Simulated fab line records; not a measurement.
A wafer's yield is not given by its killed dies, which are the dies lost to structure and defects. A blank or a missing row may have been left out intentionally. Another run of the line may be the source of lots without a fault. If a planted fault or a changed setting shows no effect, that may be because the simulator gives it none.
fab line records -- flow sky130
[record] lots = 6, wafers = 18, last_day = 48
route steps=708 shown GATE_OXIDE@192 POLY_GATE@204 PAD_OPEN@708
lots with no fault: from the same line, run without faults
start_h: the number of hours between the record's first day and the start of the first shown wafer of the lot -- wait_h: hours from the lot's prior step to this one -- " as in the row above -- L1.1+2: a single row standing in for several wafers -- - no value present, or no start provided -- * or withheld: withheld -- < > ~ a bound
route shown NAME@n: NAME is a module with steps in the file, n the number in the route of the first one -- usual: the fault-free wafers' mean and standard deviation -- same: alike in all rows -- chamber/n: place in a boat -- sites: readings site by site -- _std_site: the standard deviation of these -- _edge_site: outer sites' mean less inner sites' -- radius_mm: for every site, how far away it sits from the centre of the wafer -- mask NAME#n: copy n -- behind: the tool/chamber that last shaped the wafer -- hold: why the lot was held/for how many hours/how that ended -- device: whichever transistor did not switch (one of n, p or np) -- end of line: the tests these same wafers got at the end of their route -- step lacking rows: just its recipe -- killed: not the wafer's yield, but the dies lost to structure and defects at the first sort -- map: per-die view of a wafer (x killed, . not killed, _ where there is no die)
set.NAME: the run value of the setting; set.NAME@STEP: its run value at that earlier step -- model.NAME: the simulator's own value behind a step, which no gauge read
a table for each step, a row for each wafer; lots at some steps of the route
services: from which hour (start_h, from the record's first day; less than 0 if before it) a tool's chamber was out of use, for how many hours, and why
[[steps]]
[step SKY_GATE_OXIDE_COAT_05]
[recipe] resist = NOVOLAK, spin_rpm = 3000, resist_thk_nm = 1162
[step SKY_GATE_OXIDE_SOFTBAKE_06]
[recipe] temp_c = 90, time_s = 60, resist = NOVOLAK
[step SKY_GATE_OXIDE_EXPOSE_07]
[recipe] mask_id = LVOM, na = 0.6, source_shape = conventional, sigma_outer = 0.6, polarization = unpolarized, target_cd_nm = 600, dose_mj = 170
[step SKY_GATE_OXIDE_PEB_08]
[recipe] temp_c = withheld, time_s = *, resist = NOVOLAK
[step SKY_GATE_OXIDE_DEVELOP_09]
[recipe] resist = NOVOLAK, developer = TMAH, develop_time_s = 60, dev_temp_c = 23
[step SKY_GATE_OXIDE_OVL_MEAS_10]
[usual] GATE_OXIDE_OVL = 0.6/1.5
lot.wafer,tool,chamber,start_h,wait_h,GATE_OXIDE_OVL[nm]
L402.1,overlay-02,-,336.24,0.1,1.8
L402.2,overlay-02,-,336.24,0.1,2.0
L402.3,overlay-02,-,336.24,0.1,1.5
L406.1,overlay-02,-,362.84,0.1,-3.2
L406.2,overlay-02,-,362.84,0.1,-1.7
L406.6,overlay-02,-,362.84,0.1,-2.7
L407.2,overlay-02,-,380.50,0.1,1.0
L407.4,overlay-02,-,380.50,0.1,1.3
L407.5,overlay-02,-,380.50,0.1,1.0
L412.1,overlay-02,-,420.14,0.1,0.5
L412.2,overlay-02,-,420.14,0.1,2.5
L412.4,overlay-02,-,420.14,0.1,1.8
L417.2,overlay-01,-,456.10,0.1,1.7
L417.4,overlay-01,-,456.10,0.1,2.4
L417.5,overlay-01,-,456.10,0.1,2.4
L416.2,overlay-02,-,456.88,0.1,-1.9
L416.3,overlay-02,-,456.88,0.1,-2.8
L416.5,overlay-02,-,456.88,0.1,-2.7
[step SKY_GATE_OXIDE_IMPLANT_11]
[recipe] species = B, energy_kev = 10, dose_cm2 = 2.6e+12, tilt_deg = withheld
[step SKY_GATE_OXIDE_WET_ETCH_12]
[recipe] chemistry = dHF, target_depth_nm = 16.8, dry = n2_spin, target = SiO2, dilution = 100:1, temp_c = 25, time_s = 336
[step SKY_GATE_OXIDE_STRIP_13]
[recipe] chemistry = O2/N2, power_w = 1400, pressure_mtorr = 1500, platen_temp_c = withheld, o2_flow_sccm = 3000, n2_flow_sccm = 300, overash_fraction = 0.5
[usual] drypump_motor_current_A = 5.7/0.4, oes_product_au = 0.716/0.0044, strip_time_to_endpoint_s = 14.41/0.04
lot.wafer,tool,chamber,start_h,wait_h,drypump_motor_current_A,oes_product_au,rf_hours_counter_h,strip_time_to_endpoint_s
L402.1,plasma_asher-02,0,336.53,0.0,5.3,0.714,21,14.42
L402.2,plasma_asher-02,1,336.53,0.0,6.2,0.718,21,14.40
L402.3,plasma_asher-02,1,336.53,0.0,6.1,0.718,-,14.41
L406.1,plasma_asher-04,0,363.13,0.0,5.6,0.709,56,14.40
L406.2,plasma_asher-04,1,363.13,0.0,6.3,0.720,56,14.35
L406.6,plasma_asher-04,0,363.13,0.0,5.6,0.712,-,14.43
L407.2,plasma_asher-02,0,380.78,0.0,5.2,0.717,25,14.40
L407.4,plasma_asher-02,0,380.78,0.0,5.2,0.716,-,14.39
L407.5,plasma_asher-02,0,380.78,0.0,5.3,0.715,-,14.37
L412.1,plasma_asher-01,1,420.44,0.0,5.5,0.721,73,14.42
L412.2,plasma_asher-01,0,420.44,0.0,5.4,0.720,73,14.40
L412.4,plasma_asher-01,0,420.44,0.0,5.4,0.714,-,14.43
L417.2,plasma_asher-01,1,456.38,0.0,5.6,0.721,2,14.40
L417.4,plasma_asher-01,0,456.38,0.0,5.4,0.717,-,14.42
L417.5,plasma_asher-01,1,456.38,0.0,5.5,0.712,-,14.44
L416.2,plasma_asher-02,1,457.18,0.0,6.2,0.713,33,14.35
L416.3,plasma_asher-02,1,457.18,0.0,6.2,0.705,-,14.31
L416.5,plasma_asher-02,0,457.18,0.0,5.2,0.715,-,14.39
[step SKY_GATE_OXIDE_TW_MEAS_14]
[usual] GATE_OXIDE_TW = 224.3/1.1
lot.wafer,tool,chamber,start_h,wait_h,GATE_OXIDE_TW
L402.1,film_metro-02,-,336.63,0.1,225.7
L402.2,film_metro-02,-,336.63,0.1,225.4
L402.3,film_metro-02,-,336.63,0.1,225.7
L406.1,film_metro-04,-,363.23,0.1,224.6
L406.2,film_metro-04,-,363.23,0.1,224.5
L406.6,film_metro-04,-,363.23,0.1,223.8
L407.2,film_metro-03,-,380.89,0.1,226.4
L407.4,film_metro-03,-,380.89,0.1,226.4
L407.5,film_metro-03,-,380.89,0.1,226.5
L412.1,film_metro-03,-,420.54,0.1,225.5
L412.2,film_metro-03,-,420.54,0.1,225.6
L412.4,film_metro-03,-,420.54,0.1,225.2
L417.2,film_metro-02,-,456.49,0.1,224.8
L417.4,film_metro-02,-,456.49,0.1,224.7
L417.5,film_metro-02,-,456.49,0.1,225.5
L416.2,film_metro-02,-,457.29,0.1,225.3
L416.3,film_metro-02,-,457.29,0.1,225.4
L416.5,film_metro-02,-,457.29,0.1,224.3
[step SKY_GATE_OXIDE_CLEAN_15]
[recipe] chemistry = SC1/SC2, mix = 1:4:20, temp_c = 70, time_s = 150, dry = n2_spin
[step SKY_GATE_OXIDE_OXIDATION_16]
[recipe] temp_c = 800, ambient = O2, idle_temp_c = 700, ramp_up_c_per_min = 10, ramp_down_c_per_min = 3, stabilise_s = 600, purge_s = 300, target_thk_a = 35.7, ox_time_s = 1915
[step SKY_POLY_GATE_CVD_00]
[recipe] material = poly-Si, target_thk_nm = 180, temp_c = 620, time_s = 720, pressure_mtorr = 200
[usual] zone_power_bottom_pct = 13.42/0.12, zone_power_centre_pct = 8.98/0.12
lot.wafer,tool,chamber,start_h,wait_h,zone_power_bottom_pct,zone_power_centre_pct,model.poly-Si_of_POLY_GATE_CVD_00.thk_nm
L402.1,lpcvd-01,0,338.55,0.0,13.15,8.87,178.6
L402.2,lpcvd-01,0,338.55,0.0,13.42,8.89,178.1
L402.3,lpcvd-01,0,338.55,0.0,13.40,8.73,177.8
L406.1,lpcvd-01,1,364.98,0.0,13.45,8.96,180
L406.2,lpcvd-01,1,364.98,0.0,13.61,9.08,180
L406.6,lpcvd-01,1,364.98,0.0,13.51,9.18,179.4
L407.2,lpcvd-01,1,382.96,0.0,13.50,8.99,183.1
L407.4,lpcvd-01,1,382.96,0.0,13.46,9.17,181.4
L407.5,lpcvd-01,1,382.96,0.0,13.37,9.10,182.6
L412.1,lpcvd-01,0,423.16,0.0,13.48,9.03,181.1
L412.2,lpcvd-01,0,423.16,0.0,13.47,8.83,179.4
L412.4,lpcvd-01,0,423.16,0.0,13.27,8.87,179.5
L417.2,lpcvd-01,0,458.12,0.0,13.53,9.06,79.23
L417.4,lpcvd-01,0,458.12,0.0,13.36,8.95,77.98
L417.5,lpcvd-01,0,458.12,0.0,13.34,8.88,78.56
L416.2,lpcvd-01,1,459.92,0.3,13.46,9.15,80.25
L416.3,lpcvd-01,1,459.92,0.3,13.37,9.08,79.98
L416.5,lpcvd-01,1,459.92,0.3,13.38,9.16,78.95
[step SKY_POLY_GATE_THK_MEAS_01]
[recipe] reads = poly-Si_of_POLY_GATE_CVD_00
[usual] POLY_GATE_CVD_00_THK = 179.9/1.6
lot.wafer,tool,chamber,start_h,wait_h,hold,POLY_GATE_CVD_00_THK[nm]
L402.1,film_metro-01,-,339.75,0.0,-,178.6
L402.2,film_metro-01,-,339.75,0.0,-,178.1
L402.3,film_metro-01,-,339.75,0.0,-,177.6
L406.1,film_metro-03,-,366.18,0.0,-,180.1
L406.2,film_metro-03,-,366.18,0.0,-,180.0
L406.6,film_metro-03,-,366.18,0.0,-,179.3
L407.2,film_metro-02,-,384.17,0.0,-,183.3
L407.4,film_metro-02,-,384.17,0.0,-,181.5
L407.5,film_metro-02,-,384.17,0.0,-,182.7
L412.1,film_metro-01,-,424.36,0.0,-,181.2
L412.2,film_metro-01,-,424.36,0.0,-,179.3
L412.4,film_metro-01,-,424.36,0.0,-,179.6
L417.2,film_metro-02,-,459.93,0.0,await_dispo/0.2h/release,79.2
L417.4,film_metro-02,-,459.93,0.0,await_dispo/0.2h/release,78.0
L417.5,film_metro-02,-,459.93,0.0,await_dispo/0.2h/release,78.6
L417.2,film_metro-02,-,460.26,0.3,-,79.3
L417.4,film_metro-02,-,460.26,0.3,-,78.0
L417.5,film_metro-02,-,460.26,0.3,-,78.6
L416.2,film_metro-02,-,461.73,0.0,await_dispo/0.2h/release,80.2
L416.3,film_metro-02,-,461.73,0.0,await_dispo/0.2h/release,80.0
L416.5,film_metro-02,-,461.73,0.0,await_dispo/0.2h/release,79.0
L416.2,film_metro-02,-,461.96,0.2,-,80.2
L416.3,film_metro-02,-,461.96,0.2,-,80.0
L416.5,film_metro-02,-,461.96,0.2,-,78.9
[step SKY_PAD_OPEN_PROBE_99]
[usual] defect_limited_yield = 82.2/1.7, killed_at_M0_to_M3 = 44/6.3, killed_at_M4_up = 3.1/2, killed_at_contacts = 24/4.8, killed_at_front_end = 15/4.6, killed_at_other = 0.2/0.51, killed_dies = 87/8.4, killed_open = 48/6.4, killed_short = 39/5.9, sort_bin_3_pad_short = 0.9/0.41, sort_bin_5_function = 10.5/1.4, sort_bin_6_memory = 6.3/1.1, sort_n_pass = 405/8.4, sort_yield_pct = 82.2/1.7
[same] gross_dies = 492, killed_at_back_side = 0, sort_bin_4_leakage[%] = 0, sort_bin_8_speed[%] = 0
lot.wafer,tool,chamber,start_h,wait_h,defect_limited_yield[%],killed_at_M0_to_M3,killed_at_M4_up,killed_at_contacts,killed_at_front_end,killed_at_other,killed_dies,killed_open,killed_short,sort_bin_3_pad_short[%],sort_bin_5_function[%],sort_bin_6_memory[%],sort_n_pass,sort_yield_pct[%]
L412.1,prober-01,-,1152.21,0.1,79.9,52,3,20,23,1,99,48,51,0.2,12.0,7.9,393,79.9
L412.2,prober-01,-,1152.26,0.1,81.1,49,4,24,16,0,93,49,44,1.8,9.1,7.9,399,81.1
L412.4,prober-01,-,1152.36,0.2,79.9,63,0,19,17,0,99,55,44,0.8,12.6,6.7,393,79.9
// killed by level:class
L412.1 VIA1:geometric_particle:short=10 VIA1:geometric_particle:open=10 METAL2:geometric_particle:short=8 FIELD_ISO:geometric_particle:short=7 VIA3:geometric_particle:open=7 FIELD_ISO:geometric_particle:open=6 LOCAL_INTERCONNECT:geometric_particle:short=6 VIA2:geometric_particle:open=6
L412.2 VIA1:geometric_particle:open=13 CONTACT:geometric_particle:open=11 VIA1:geometric_particle:short=7 METAL1:geometric_particle:short=6 POLY_GATE:geometric_particle:short=5 LOCAL_INTERCONNECT:geometric_particle:short=5 VIA3:geometric_particle:open=5 VIA2:geometric_particle:open=5
L412.4 VIA1:geometric_particle:open=16 VIA3:geometric_particle:open=12 CONTACT:geometric_particle:open=8 METAL2:geometric_particle:short=7 VIA1:geometric_particle:short=7 POLY_GATE:geometric_particle:short=6 FIELD_ISO:geometric_particle:short=5 LI_CONTACT:geometric_particle:open=5
[[services]]
tool,chamber,start_h,hours,kind
lpcvd-01,-,396.44,6.0,pm
plasma_asher-01,-,421.25,9.0,pm
plasma_asher-01,0,421.25,9.0,vent_cycle
plasma_asher-01,1,421.25,9.0,vent_cycle
plasma_asher-01,0,430.25,-,clean
plasma_asher-01,1,430.25,-,clean
lpcvd-01,-,450.03,2.8,repair
[[key]]
[first_sign] step = SKY_POLY_GATE_THK_MEAS_01, reading = visit, direction = added
[effect] step = SKY_POLY_GATE_THK_MEAS_01, reading = POLY_GATE_CVD_00_THK, direction = down, sigmas = 62, usual = 179.9, struck = 79.2
[model_effect] step = SKY_POLY_GATE_CVD_00, value = poly-Si_of_POLY_GATE_CVD_00.thk_nm, without = 181.1, struck = 79.16
met_at SKY_POLY_GATE_CVD_00
struck_wafers L416.2,L416.3,L416.5,L417.2,L417.4,L417.5
scrapped_behind SKY_POLY_GATE_THK_MEAS_01 L416.2,L416.3,L416.5,L417.2,L417.4,L417.5
onset_between 423.16 458.12
also_fits time
[fault] kind = process_parameter_drift, tool = lpcvd-01, chamber = -, onset_h = 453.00, steps = SKY_POLY_GATE_CVD_00, channel = target_thk_nm, offset = -101.94, shape = step, end_h = 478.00, stated = 180
